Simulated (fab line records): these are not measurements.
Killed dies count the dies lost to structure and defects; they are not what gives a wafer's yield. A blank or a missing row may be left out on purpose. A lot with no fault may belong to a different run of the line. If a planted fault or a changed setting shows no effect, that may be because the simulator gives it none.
fab line records    flow gf180mcu
[record] lots = 15  wafers = 45  last_day = 34
route steps=602 shown V1@353 M2@363
lots that met no fault: from a run of the same line without faults
start_h: hours from the record's first day to the start of the lot's first wafer shown    wait_h: how many hours have passed since the lot's step before this one    " unchanged from the row above    L1.1+2: one row covering several wafers at once    - value missing, or start not given    * or withheld: withheld    < > ~ a bound
route shown NAME@n: names a module that has steps shown in the file, with the first one's number in the route    usual: mean and standard deviation over wafers with no fault    same: alike in all rows    chamber/n: place in a boat    sites: readings site by site    _std_site: their standard deviation    _edge_site: outer sites' mean less inner sites'    radius_mm: for every site, how far away it sits from the centre of the wafer    mask NAME#n: copy n    behind: tool/chamber where the wafer was last shaped    hold: cause of the lot's hold/its duration in hours/its outcome    device: the transistor (n, p or np) that didn't switch    end of line: tests of these same wafers at the route's end    where a step has no rows: the recipe by itself    killed: not the wafer's yield, but the dies lost to structure and defects at the first sort    map: a wafer's dies, marking killed ones x, the rest . and places with no die _
set.NAME: setting as actually run; set.NAME@STEP: the setting as run at that earlier step    model.NAME: the simulator's own value behind a step, which no gauge read
a sample of lots followed through the steps of the route, with each step as a table and each wafer as a row
services: from which hour (start_h, from the record's first day; less than 0 if before it) a tool's chamber was out of use, for how many hours, and why
[[steps]]
[step GF_V1_STRIP_18]
[recipe] chemistry = O2/N2  power_w = 1400  pressure_mtorr = 1500  platen_temp_c = 250  o2_flow_sccm = 3000  n2_flow_sccm = 300  overash_fraction = 0.5
[usual] drypump_motor_current_A = 5.4/0.68  heater_power_w = 320/33  oes_product_au = 0.593/0.0048
lot.wafer  tool             chamber  start_h  wait_h  drypump_motor_current_A  heater_power_w  oes_product_au  rf_hours_counter_h
L863.3     plasma_asher-02  0        413.54   -       6.4                      354             0.587           -
L863.5     "                1        "        "       4.7                      295             0.597           -
L863.6     "                0        "        "       6.4                      361             0.598           -
L865.2     plasma_asher-02  1        431.41   -       4.7                      269             0.593           0
L865.4     "                1        "        "       4.7                      272             0.598           -
L865.5     "                1        "        "       4.7                      269             0.597           -
L866.3     plasma_asher-02  1        444.53   -       4.7                      268             0.602           -
L866.5     "                1        "        "       4.7                      270             0.591           -
L866.6     "                0        "        "       6.4                      360             0.588           -
L867.2     plasma_asher-03  0        459.01   -       4.8                      328             0.591           86
L867.3     "                0        "        "       4.8                      323             0.587           -
L867.4     "                1        "        "       5.8                      330             0.593           -
L869.1     plasma_asher-01  1        480.46   -       5.4                      298             0.592           37
L869.4     "                0        "        "       5.7                      354             0.599           -
L869.5     "                1        "        "       5.4                      298             0.590           -
L871.1     plasma_asher-01  0        487.56   -       5.7                      347             0.588           38
L871.2     "                1        "        "       5.4                      292             0.590           38
L871.3     "                0        "        "       5.7                      355             0.593           -
L875.4     plasma_asher-02  0        525.98   -       6.4                      362             0.605           -
L875.5     "                1        "        "       4.7                      271             0.601           -
L875.6     "                0        "        "       6.3                      348             0.590           -
L876.1     plasma_asher-03  0        535.60   -       4.8                      333             0.586           93
L876.5     "                0        "        "       4.8                      323             0.584           -
L876.6     "                1        "        "       5.8                      327             0.593           -
L877.1     plasma_asher-03  1        538.60   -       5.8                      326             0.593           94
L877.2     "                0        "        "       4.8                      333             0.596           94
L877.3     "                0        "        "       4.8                      324             0.599           -
L879.1     plasma_asher-02  1        549.57   -       4.7                      276             0.595           12
L879.3     "                0        "        "       6.4                      351             0.593           -
L879.6     "                1        "        "       4.7                      268             0.598           -
L880.1     plasma_asher-01  1        558.22   -       5.4                      290             0.586           45
L880.2     "                0        "        "       5.7                      363             0.597           45
L880.5     "                1        "        "       5.4                      289             0.593           -
L881.1     plasma_asher-02  1        569.72   -       4.7                      268             0.592           14
L881.3     "                0        "        "       6.4                      355             0.588           -
L881.6     "                1        "        "       4.7                      271             0.586           -
L882.3     plasma_asher-02  0        579.65   -       6.4                      355             0.588           -
L882.5     "                0        "        "       6.4                      356             0.601           -
L882.6     "                1        "        "       4.7                      263             0.599           -
L884.1     plasma_asher-03  0        591.52   -       4.8                      325             0.593           99
L884.3     "                0        "        "       4.8                      329             0.584           -
L884.6     "                0        "        "       4.8                      324             0.598           -
L886.1     plasma_asher-01  1        612.12   -       5.4                      293             0.584           51
L886.2     "                0        "        "       5.7                      353             0.599           51
L886.4     "                0        "        "       5.7                      361             0.592           -
[step GF_V1_THK_MEAS_25]
[recipe] thk_meas_gauge = xrf  reads = W_of_V1_CVD_23
[usual] V1_W_THK = 351/4.4
lot.wafer  tool           chamber  start_h  wait_h  V1_W_THK[nm]
L863.3     film_metro-02  -        414.43   0.1     349
L863.5     "              -        "        "       346
L863.6     "              -        "        "       344
L865.2     film_metro-02  -        432.29   0.1     355
L865.4     "              -        "        "       355
L865.5     "              -        "        "       357
L866.3     film_metro-04  -        445.42   0.1     344
L866.5     "              -        "        "       351
L866.6     "              -        "        "       353
L867.2     film_metro-02  -        460.01   0.1     355
L867.3     "              -        "        "       356
L867.4     "              -        "        "       355
L869.1     film_metro-01  -        481.82   0.1     352
L869.4     "              -        "        "       347
L869.5     "              -        "        "       352
L871.1     film_metro-01  -        488.77   0.1     346
L871.2     "              -        "        "       348
L871.3     "              -        "        "       345
L875.4     film_metro-04  -        526.97   0.1     348
L875.5     "              -        "        "       351
L875.6     "              -        "        "       346
L876.1     film_metro-02  -        536.59   0.1     354
L876.5     "              -        "        "       356
L876.6     "              -        "        "       358
L877.1     film_metro-02  -        539.87   0.1     357
L877.2     "              -        "        "       350
L877.3     "              -        "        "       358
L879.1     film_metro-02  -        550.77   0.1     353
L879.3     "              -        "        "       355
L879.6     "              -        "        "       357
L880.1     film_metro-04  -        559.08   0.1     344
L880.2     "              -        "        "       350
L880.5     "              -        "        "       347
L881.1     film_metro-02  -        570.59   0.1     358
L881.3     "              -        "        "       355
L881.6     "              -        "        "       357
L882.3     film_metro-01  -        580.50   0.1     350
L882.5     "              -        "        "       350
L882.6     "              -        "        "       355
L884.1     film_metro-02  -        592.38   0.1     357
L884.3     "              -        "        "       356
L884.6     "              -        "        "       353
L886.1     film_metro-02  -        612.99   0.1     351
L886.2     "              -        "        "       347
L886.4     "              -        "        "       348
[step GF_M2_SPUTTER_01]
[recipe] material = TiN  target_thk_nm = 30  power_w = 6500  time_s = 25  chamber_pressure_pa = 0.4
[usual] cathode_dc_power_W = 6500.0/1.2  chamber_pressure_pa = 0.4000/0.00079  throttle_valve_pct = 30.4/1.5
[same] time_s = 25
lot.wafer  tool            chamber  start_h  wait_h  cathode_dc_power_W  chamber_pressure_pa  throttle_valve_pct
L863.3     pvd_sputter-04  -        414.87   0.1     6500.4              0.4002               32.5
L863.5     "               -        "        "       6500.9              0.3997               32.3
L863.6     "               -        "        "       6499.8              0.3993               32.3
L865.2     pvd_sputter-04  -        432.74   0.1     6500.4              0.4006               32.3
L865.4     "               -        "        "       6498.4              0.3991               27.9
L865.5     "               -        "        "       6499.5              0.4015               32.5
L866.3     pvd_sputter-04  -        445.86   0.1     6499.8              0.4006               32.2
L866.5     "               -        "        "       6498.7              0.3999               32.1
L866.6     "               -        "        "       6498.8              0.3995               32.6
L867.2     pvd_sputter-04  -        460.46   0.1     6501.6              0.3998               32.1
L867.3     "               -        "        "       6499.4              0.3998               29.6
L867.4     "               -        "        "       6499.7              0.4003               32.6
L869.1     pvd_sputter-04  -        482.28   0.1     6498.5              0.3985               27.9
L869.4     "               -        "        "       6500.0              0.4001               32.8
L869.5     "               -        "        "       6502.3              0.4000               31.9
L871.1     pvd_sputter-02  -        489.23   0.1     6500.5              0.3997               30.3
L871.2     "               -        "        "       6500.1              0.3999               29.9
L871.3     "               -        "        "       6499.7              0.4009               29.5
L875.4     pvd_sputter-04  -        527.41   0.0     6499.8              0.3997               27.7
L875.5     "               -        "        "       6502.0              0.4010               29.6
L875.6     "               -        "        "       6500.8              0.3991               32.8
L876.1     pvd_sputter-03  -        537.05   0.1     6498.9              0.3992               30.3
L876.5     "               -        "        "       6500.8              0.3996               30.9
L876.6     "               -        "        "       6501.5              0.4007               29.5
L877.1     pvd_sputter-03  -        540.63   0.1     6499.5              0.4003               30.0
L877.2     "               -        "        "       6499.8              0.3989               29.5
L877.3     "               -        "        "       6501.0              0.3991               30.8
L879.1     pvd_sputter-04  -        551.23   0.1     6498.6              0.3993               27.9
L879.3     "               -        "        "       6501.9              0.4004               32.2
L879.6     "               -        "        "       6499.8              0.4004               32.4
L880.1     pvd_sputter-03  -        559.54   0.1     6499.5              0.4011               29.9
L880.2     "               -        "        "       6502.5              0.4011               29.6
L880.5     "               -        "        "       6500.7              0.3999               29.4
L881.1     pvd_sputter-04  -        571.05   0.1     6500.7              0.4000               32.3
L881.3     "               -        "        "       6500.5              0.4004               32.6
L881.6     "               -        "        "       6500.4              0.4005               27.7
L882.3     pvd_sputter-03  -        580.94   0.1     6496.8              0.4010               29.5
L882.5     "               -        "        "       6500.2              0.3993               31.0
L882.6     "               -        "        "       6501.5              0.4006               29.8
L884.1     pvd_sputter-03  -        592.84   0.1     6501.3              0.4003               30.9
L884.3     "               -        "        "       6502.7              0.3987               29.7
L884.6     "               -        "        "       6499.1              0.3994               29.6
L886.1     pvd_sputter-04  -        613.45   0.1     6499.7              0.4000               27.7
L886.2     "               -        "        "       6499.4              0.4005               32.3
L886.4     "               -        "        "       6501.2              0.4019               29.6
[step GF_M2_SPUTTER_04]
[recipe] material = TiN  target_thk_nm = 50  power_w = 6500  time_s = 41.7  chamber_pressure_pa = 0.4
[usual] cathode_dc_power_W = 6500.1/1.3  chamber_pressure_pa = 0.3999/0.00078  throttle_valve_pct = 30.4/1.4  time_s = 41.7/0
lot.wafer  tool            chamber  start_h  wait_h  cathode_dc_power_W  chamber_pressure_pa  throttle_valve_pct  time_s
L863.3     pvd_sputter-04  -        414.95   0.0     6500.0              0.3992               32.5                41.7
L863.5     "               -        "        "       6498.2              0.3994               32.8                41.7
L863.6     "               -        "        "       6500.6              0.3982               32.0                41.7
L865.2     pvd_sputter-04  -        432.82   0.0     -                   -                    -                   -
L865.4     "               -        "        "       -                   -                    -                   -
L865.5     "               -        "        "       -                   -                    -                   -
L866.3     pvd_sputter-04  -        445.94   0.0     -                   -                    -                   -
L866.5     "               -        "        "       -                   -                    -                   -
L866.6     "               -        "        "       -                   -                    -                   -
L867.2     pvd_sputter-04  -        460.54   0.0     -                   -                    -                   -
L867.3     "               -        "        "       -                   -                    -                   -
L867.4     "               -        "        "       -                   -                    -                   -
L869.1     pvd_sputter-04  -        482.36   0.0     6501.5              0.3999               27.9                41.7
L869.4     "               -        "        "       6499.2              0.4005               32.4                41.7
L869.5     "               -        "        "       6499.5              0.4004               32.1                41.7
L871.1     pvd_sputter-02  -        489.31   0.0     6501.9              0.4009               30.0                41.7
L871.2     "               -        "        "       6500.4              0.4001               29.9                41.7
L871.3     "               -        "        "       6500.2              0.4003               29.3                41.7
L875.4     pvd_sputter-04  -        527.50   0.0     6500.5              0.3994               27.7                41.7
L875.5     "               -        "        "       6500.5              0.3995               29.6                41.7
L875.6     "               -        "        "       6499.2              0.4003               32.7                41.7
L876.1     pvd_sputter-03  -        537.13   0.0     6499.8              0.4008               30.1                41.7
L876.5     "               -        "        "       6500.6              0.3993               30.8                41.7
L876.6     "               -        "        "       6500.7              0.3994               29.5                41.7
L877.1     pvd_sputter-03  -        540.71   0.0     6499.9              0.4000               30.2                41.7
L877.2     "               -        "        "       6498.4              0.3990               29.8                41.7
L877.3     "               -        "        "       6499.4              0.4000               30.7                41.7
L879.1     pvd_sputter-04  -        551.31   0.0     6500.0              0.3992               27.8                41.7
L879.3     "               -        "        "       6498.8              0.4013               31.9                41.7
L879.6     "               -        "        "       6501.3              0.3990               32.5                41.7
L880.1     pvd_sputter-03  -        559.62   0.0     6498.3              0.4002               30.3                41.7
L880.2     "               -        "        "       6499.6              0.3992               29.7                41.7
L880.5     "               -        "        "       6500.0              0.3990               29.3                41.7
L881.1     pvd_sputter-04  -        571.13   0.0     6497.7              0.4009               32.2                41.7
L881.3     "               -        "        "       6498.9              0.4000               32.5                41.7
L881.6     "               -        "        "       6499.4              0.3983               27.9                41.7
L882.3     pvd_sputter-03  -        581.02   0.0     6499.8              0.4002               30.0                41.7
L882.5     "               -        "        "       6498.9              0.4011               30.7                41.7
L882.6     "               -        "        "       6500.7              0.3995               29.9                41.7
L884.1     pvd_sputter-03  -        592.92   0.0     6501.8              0.3989               30.8                41.7
L884.3     "               -        "        "       6502.8              0.4013               29.7                41.7
L884.6     "               -        "        "       6500.9              0.3999               29.4                41.7
L886.1     pvd_sputter-04  -        613.53   0.0     6500.3              0.4005               27.8                41.7
L886.2     "               -        "        "       6499.4              0.3995               32.1                41.7
L886.4     "               -        "        "       6501.1              0.4007               29.5                41.7
[step GF_M2_THK_MEAS_06]
[recipe] thk_meas_gauge = xrf  reads = AlCu_of_M2_SPUTTER_02
[usual] M2_ALCU_THK = 448/4.3
lot.wafer  tool           chamber  start_h  wait_h  M2_ALCU_THK[nm]
L863.3     film_metro-02  -        415.13   0.1     448
L863.5     "              -        "        "       447
L863.6     "              -        "        "       451
L865.2     film_metro-01  -        432.99   0.1     495
L865.4     "              -        "        "       495
L865.5     "              -        "        "       496
L866.3     film_metro-03  -        446.12   0.1     499
L866.5     "              -        "        "       494
L866.6     "              -        "        "       496
L867.2     film_metro-02  -        460.71   0.1     498
L867.3     "              -        "        "       493
L867.4     "              -        "        "       492
L869.1     film_metro-01  -        482.52   0.1     452
L869.4     "              -        "        "       448
L869.5     "              -        "        "       456
L871.1     film_metro-03  -        489.47   0.1     447
L871.2     "              -        "        "       442
L871.3     "              -        "        "       446
L875.4     film_metro-03  -        527.67   0.1     451
L875.5     "              -        "        "       452
L875.6     "              -        "        "       448
L876.1     film_metro-01  -        537.29   0.1     451
L876.5     "              -        "        "       455
L876.6     "              -        "        "       451
L877.1     film_metro-03  -        540.87   0.1     449
L877.2     "              -        "        "       442
L877.3     "              -        "        "       447
L879.1     film_metro-02  -        551.47   0.1     449
L879.3     "              -        "        "       450
L879.6     "              -        "        "       445
L880.1     film_metro-01  -        559.78   0.1     455
L880.2     "              -        "        "       454
L880.5     "              -        "        "       450
L881.1     film_metro-02  -        571.29   0.1     441
L881.3     "              -        "        "       440
L881.6     "              -        "        "       439
L882.3     film_metro-02  -        581.20   0.1     451
L882.5     "              -        "        "       449
L882.6     "              -        "        "       450
L884.1     film_metro-02  -        593.08   0.1     446
L884.3     "              -        "        "       444
L884.6     "              -        "        "       449
L886.1     film_metro-03  -        613.69   0.1     443
L886.2     "              -        "        "       440
L886.4     "              -        "        "       441
[step GF_M2_METAL_ETCH_16]
[recipe] chemistry = Cl2/BCl3  mask_material = KrF  target_depth_nm = 627.5  stop_on = SiO2  pressure_mtorr = 8  icp_w = 800  bias_w = 140  Cl2_flow_sccm = 80  bcl3_flow_sccm = 40  time_s = 104.6
[usual] drypump_motor_current_A = 6.09/0.2  oes_product_au = 0.971/0.0059  throttle_valve_pct = 28.250/0.009
[same] time_s = 104.6
lot.wafer  tool          chamber  start_h  wait_h  drypump_motor_current_A  oes_product_au  rf_hours_counter_h  throttle_valve_pct
L863.3     rie_metal-04  0        439.52   0.1     6.19                     0.972           -                   28.245
L863.5     "             0        "        "       6.18                     0.966           -                   28.259
L863.6     "             1        "        "       5.84                     0.973           -                   28.251
L865.2     rie_metal-01  0        457.52   0.0     6.22                     0.997           4                   28.227
L865.4     "             1        "        "       6.10                     0.992           -                   28.227
L865.5     "             1        "        "       6.10                     0.996           -                   28.230
L866.3     rie_metal-02  0        470.36   0.1     6.00                     0.982           -                   28.227
L866.5     "             0        "        "       5.98                     0.988           -                   28.238
L866.6     "             0        "        "       6.00                     0.993           -                   28.222
L867.2     rie_metal-02  0        484.82   0.1     5.98                     0.986           -                   28.222
L867.3     "             0        "        "       5.97                     0.991           -                   28.230
L867.4     "             0        "        "       5.97                     0.992           -                   28.248
L869.1     rie_metal-02  1        506.72   0.0     6.37                     0.973           0                   28.250
L869.4     "             1        "        "       6.39                     0.971           -                   28.246
L869.5     "             1        "        "       6.31                     0.970           -                   28.245
L871.1     rie_metal-02  1        512.83   0.0     6.34                     0.976           1                   28.252
L871.2     "             0        "        "       5.97                     0.972           0                   28.243
L871.3     "             0        "        "       5.98                     0.968           -                   28.247
L875.4     rie_metal-04  0        549.61   0.0     6.18                     0.969           -                   28.242
L875.5     "             1        "        "       5.79                     0.973           -                   28.254
L875.6     "             0        "        "       6.18                     0.975           -                   28.250
L876.1     rie_metal-04  1        559.33   0.0     5.80                     0.973           1                   28.245
L876.5     "             1        "        "       5.81                     0.973           -                   28.250
L876.6     "             0        "        "       6.17                     0.972           -                   28.256
L877.1     rie_metal-02  0        562.83   0.0     6.00                     0.968           2                   28.245
L877.2     "             1        "        "       6.37                     0.960           2                   28.253
L877.3     "             1        "        "       6.39                     0.968           -                   28.262
L879.1     rie_metal-04  0        573.78   0.0     6.17                     0.966           11                  28.246
L879.3     "             0        "        "       6.18                     0.976           -                   28.239
L879.6     "             0        "        "       6.18                     0.968           -                   28.235
L880.1     rie_metal-04  1        581.92   0.0     5.81                     0.980           1                   28.244
L880.2     "             0        "        "       6.18                     0.979           11                  28.252
L880.5     "             1        "        "       5.81                     0.975           -                   28.263
L881.1     rie_metal-04  0        592.62   0.0     6.17                     0.972           12                  28.268
L881.3     "             0        "        "       6.19                     0.953           -                   28.248
L881.6     "             1        "        "       5.81                     0.961           -                   28.267
L882.3     rie_metal-01  0        602.52   0.1     6.18                     0.971           -                   28.250
L882.5     "             0        "        "       6.21                     0.967           -                   28.241
L882.6     "             1        "        "       6.10                     0.975           -                   28.249
L884.1     rie_metal-02  0        614.62   0.0     5.97                     0.964           3                   28.269
L884.3     "             0        "        "       5.97                     0.968           -                   28.256
L884.6     "             0        "        "       5.96                     0.976           -                   28.265
L886.1     rie_metal-01  1        634.58   0.0     6.12                     0.972           3                   28.254
L886.2     "             0        "        "       6.21                     0.979           8                   28.247
L886.4     "             0        "        "       6.19                     0.965           -                   28.261
[[services]]
tool             chamber  start_h  hours  kind
plasma_asher-02  -        397.33   5.2    repair
pvd_sputter-03   -        412.81   4.5    repair
rie_metal-02     1        413.74   6.3    repair
plasma_asher-02  -        421.25   9.0    pm
pvd_sputter-04   -        423.87   2.7    repair
pvd_sputter-03   -        455.78   3.9    repair
rie_metal-01     1        460.39   2.2    repair
plasma_asher-03  -        461.27   3.1    repair
plasma_asher-03  -        490.37   1.7    repair
rie_metal-04     -        490.99   10.0   pm
pvd_sputter-03   -        494.54   2.9    repair
rie_metal-04     -        503.55   0.1    repair
plasma_asher-03  -        505.22   4.9    repair
plasma_asher-03  -        507.62   1.7    repair
pvd_sputter-04   1        511.07   -      consumable_replace:kit
pvd_sputter-04   1        511.07   18.0   scheduled_down
rie_metal-02     1        531.91   3.2    repair
pvd_sputter-03   -        534.30   2.5    repair
rie_metal-02     0        537.32   8.8    repair
pvd_sputter-02   -        538.52   7.9    repair
rie_metal-01     0        590.47   9.1    repair
pvd_sputter-02   -        607.56   3.6    repair
plasma_asher-03  -        608.35   2.8    pm
plasma_asher-02  -        619.74   15.6   pm
[[key]]
[first_sign] step = GF_M2_SPUTTER_04  reading = tool_record  direction = missing
[effect] step = GF_M2_THK_MEAS_06  reading = M2_ALCU_THK  direction = up  sigmas = 11  usual = 448  struck = 495
[effect] step = GF_M2_METAL_ETCH_16  reading = oes_product_au  direction = up  sigmas = 3.3  usual = 0.971  struck = 0.991
met_at GF_M2_SPUTTER_04
struck_lots L865,L866,L867
later_rows_left_out L865.2,L865.4,L865.5,L866.3,L866.5,L866.6,L867.2,L867.3,L867.4
sort_left_out L865.2,L865.4,L865.5,L866.3,L866.5,L866.6,L867.2,L867.3,L867.4
not_acting_at GF_V1_STRIP_18,GF_V1_THK_MEAS_25,GF_M2_SPUTTER_01
onset_between 414.95 432.82
[fault] kind = skipped_step_whole  tool = pvd_sputter-04  chamber = -  onset_h = 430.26  steps = GF_M2_SPUTTER_04  scope = struck_lots_only
// sort_left_out: the simulated sort isn't trusted on such a fault, so these wafers' sort isn't shown, and their yield isn't known
// later_rows_left_out: the simulator's readings of these wafers behind a module that went badly wrong aren't trusted and aren't shown, but for the sort
